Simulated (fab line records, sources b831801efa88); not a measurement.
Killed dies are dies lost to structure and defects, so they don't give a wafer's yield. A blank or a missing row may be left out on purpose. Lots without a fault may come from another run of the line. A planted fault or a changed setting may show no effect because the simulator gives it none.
Which tool did it? | flow sky130 | 12 lots, 36 wafers sampled, at 2 steps of a route of 708

WHAT THE GAUGES READ, wafer by wafer
SKY_VIA3_BOW_MEAS_03. Usual: VIA3_BOW 79 um, standard deviation 7.8.
lot  | measured     | on            | VIA3_BOW (um) | flag
L299 | day 38 23:42 | film_metro-02 | 70 83 76      |
L301 | day 39 10:16 | film_metro-02 | 90 83 81      |
L304 | day 40 14:27 | film_metro-02 | 85 80 85      |
L305 | day 40 15:31 | film_metro-03 | 81 81 79      |
L306 | day 41 10:14 | film_metro-03 | 71 73 71      |
L307 | day 41 18:18 | film_metro-01 | 78 83 82      |
L308 | day 41 19:19 | film_metro-01 | 93 79 83      |
L311 | day 42 12:26 | film_metro-02 | 74 76 75      |
L313 | day 43 03:35 | film_metro-03 | 67 76 77      |
L317 | day 44 03:15 | film_metro-03 | 72 79 72      |
L319 | day 44 14:04 | film_metro-02 | 98 95 94      |
L320 | day 44 20:16 | film_metro-01 | 80 88 81      |

SKY_VIA3_CD_MEAS_12: target cd 200 nm. Usual: cd_nm 200.0 nm, standard deviation 1.3.
lot  | measured     | on        | cd_nm (nm)        | flag
L299 | day 39 23:54 | cd_sem-01 | 201.9 199.9 200.0 |
L301 | day 40 10:36 | cd_sem-01 | 200.5 199.4 199.9 |
L304 | day 41 15:28 | cd_sem-01 | 198.1 199.2 198.5 |
L305 | day 41 15:45 | cd_sem-01 | 201.5 201.1 202.6 |
L306 | day 42 10:37 | cd_sem-01 | 197.1 197.2 197.6 |
L307 | day 42 18:12 | cd_sem-01 | 199.5 200.0 200.2 |
L308 | day 42 18:38 | cd_sem-02 | 200.7 201.1 200.8 |
L311 | day 43 11:20 | cd_sem-02 | 201.0 201.9 202.4 |
L313 | day 44 02:48 | cd_sem-01 | 198.0 198.3 197.9 |
L317 | day 45 02:05 | cd_sem-02 | 200.7 200.0 200.8 |
L319 | day 45 12:51 | cd_sem-01 | 200.8 201.9 201.2 |
L320 | day 45 18:25 | cd_sem-02 | 199.8 199.5 199.8 |

WHICH TOOL RAN EACH LOT (tool, then ch and the chambers of the sampled wafers, then the start)
The record holds no process step before these readings.

WHAT THE TOOLS THEMSELVES READ (means of the sampled wafers that have a number; where no wafer has one, the mark that the record gives instead)
The record holds no such reading with a usual standard deviation.

THE ANSWER, worked out from the rows above alone
Rule: a lot is off if the mean of its wafers that have a number lies more than 3 standard deviations from the usual mean. A lot without any number at a reading at which 4 lots or more have one is off too. The other lots that the step has rows for count as sound. The gauges are gone through in route order, then the tools' own readings, and for those a lot's mean is taken as printed above. The first step at which some lot is off is used, and at that step the reading that is off furthest; a lot without a number counts as furthest.
No lot is off at any reading shown: from this, nothing can be told.

WHAT THE SIMULATOR HAD PUT IN
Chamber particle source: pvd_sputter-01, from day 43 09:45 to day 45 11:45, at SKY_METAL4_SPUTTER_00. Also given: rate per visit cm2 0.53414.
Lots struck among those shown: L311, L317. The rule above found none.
